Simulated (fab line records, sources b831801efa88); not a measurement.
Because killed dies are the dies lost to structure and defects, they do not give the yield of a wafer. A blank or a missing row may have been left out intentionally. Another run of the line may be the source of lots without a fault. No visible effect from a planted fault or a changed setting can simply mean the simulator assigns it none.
8D (eight disciplines) problem report, filled in by code / flow gf180mcu / the parts of the form that need people (team, actions taken, sign-off) are left out

== 1. THE ISSUE ==
MVSD_TW at GF_MVSD_TW_MEAS_11 reads a mean of 1750 on 6 wafers of 2 lots; wafers without a fault read 1575 with a standard deviation of 8.2. That is +21 standard deviations from the usual mean.
Seen first at day 7 23:13 on filmMetro-02, wafer L401.3. At this step, 39 wafers from 13 lots have a number in the record. By rule, "out" or "out of limits" means more than 4 standard deviations away from the usual mean. The other wafers with a number count as sound.

== 2. WHAT THIS IS AND IS NOT ==
question=which readings at this step | is=MVSD_TW | is not=-
question=which lots | is=L401, L402 | is not=L388, L389, L390, L391, L392, L393, L394, L404, L405, L406, L408
question=which wafers of those lots | is=all that have a number | is not=-
question=read on which gauges | is=filmMetro-02, filmMetro-04 | is not=filmMetro-01
question=when | is=from day 7 23:13 | is not=up to then (21 sound wafers); but 12 sound wafers of L404, L405, L406, L408 came after

== 3. SUSPECTS, AND WHAT RULES EACH OUT ==
Counting: any tool at a process step up to the reading is kept as a suspect provided that every lot that is out went through it and no sound lot did after the first of them.
- the gauge at GF_MVSD_TW_MEAS_11 has been ruled out. The wafers that are out were read on 2 gauges (filmMetro-02, filmMetro-04).
- implanter-02 at GF_MVSD_IMPLANT_08: kept. All lots that are out passed through it, beginning with L401 at day 7 22:50, and no sound lot followed; its final sound lot before that point was L392 at day 5 10:46. On those wafers its own readings are out: tiltDeg.
After counting, what remains is implanter-02 at GF_MVSD_IMPLANT_08.

== 4. THE CAUSE (what the simulator had put in) ==
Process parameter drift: implanter-02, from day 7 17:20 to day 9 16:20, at GF_MVSD_IMPLANT_08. A move of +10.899 in setting tiltDeg, from 0. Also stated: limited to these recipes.
Only this tool survived the counting.

== 5. THE CHAIN OF EFFECTS, in route order ==
Rows list readings where the struck wafers' mean (over those with a number) sits beyond 3 standard deviations from the usual. Only readings whose record carries a usual standard deviation are examined. hours: median over the lots of the time between each lot's start at the first step of this table that gives one and its start at this step. sigmas: the change, counted in usual standard deviations.
hours=0; step=GF_MVSD_IMPLANT_08; reading=tiltDeg; usual=0.002 degrees; on struck wafers=10.882; change=+10.880; sigmas=+99 or more
hours=0; step=GF_MVSD_TW_MEAS_11; reading=MVSD_TW; usual=1575; on struck wafers=1750; change=+175; sigmas=+21
It contains these process steps:
- GF_MVSD_IMPLANT_08
Later steps that measure or inspect, where all struck wafers having a row at the step show a number for every such reading and not one has moved that far: GF_HV_LDD_TW_MEAS_38, GF_HV_LDD_CD_MEAS_46.

== 6. HOW IT WOULD HAVE BEEN CAUGHT EARLIER ==
Counted from the fault's start at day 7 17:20, it took 6 hours until the first out-of-limits reading at a measuring or inspecting step in this record, taken at day 7 23:13.
Tool's own readings at GF_MVSD_IMPLANT_08, tiltDeg: out on all struck wafers the step has rows for; an alarm limit on them would have tripped on the first.
Among the 2 lots that are out, L402 began GF_MVSD_IMPLANT_08 on implanter-02 after day 7 23:13. Holding the tool at that time would have saved it.
